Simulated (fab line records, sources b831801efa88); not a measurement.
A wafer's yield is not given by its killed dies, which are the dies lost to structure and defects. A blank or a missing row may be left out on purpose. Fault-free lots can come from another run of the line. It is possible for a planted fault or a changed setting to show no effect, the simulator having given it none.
Chamber matching + flow sky130 + cmp-01 running SKY_LI_CONTACT_CMP_02: 4 sister chambers
The step polishes PSG. 4 wafers are shown with their chamber, then 6 later ones without.

EACH WAFER AND ITS CHAMBER
| wafer  | chamber | motor_current_A (A) |
|--------|---------|---------------------|
| L990.5 | 1       | 11.8                |
| L992.5 | 3       | 13.1                |
| L102.2 | 2       | 13.8                |
| L102.5 | 0       | 10.8                |

WAFERS WITHOUT THEIR CHAMBER
| wafer  | motor_current_A (A) |
|--------|---------------------|
| L104.1 | 12.7                |
| L104.2 | 12.3                |
| L104.5 | 13.5                |
| L105.2 | 13.9                |
| L105.4 | 10.8                |
| L105.5 | 12.8                |

WHICH CHAMBER EACH WENT THROUGH
| wafer  | from the rows above     | in truth |
|--------|-------------------------|----------|
| L104.1 | can't be placed: 3 or 1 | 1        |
| L104.2 | can't be placed: 1 or 3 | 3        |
| L104.5 | can't be placed: 2 or 3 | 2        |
| L105.2 | 2                       | 2        |
| L105.4 | 0                       | 0        |
| L105.5 | 3                       | 3        |
Correctly placed: 3 of 6. From these rows, 3 cannot be placed; in 3 the true chamber is one of the candidates. Number placed wrongly: 0.
How it was worked out, from the rows above alone: a wafer's distance from a chamber is the root of the sum, over the readings, of the square of ((its reading less the chamber's mean) divided by the reading's scatter). If the next closest chamber is less than 2 further off than the closest, the wafer can't be placed; otherwise it belongs to the closest. Each chamber's mean is taken over the wafers shown for it. The scatter: root of mean squared gap, hidden wafer to nearest shown wafer, with one shown wafer a chamber.
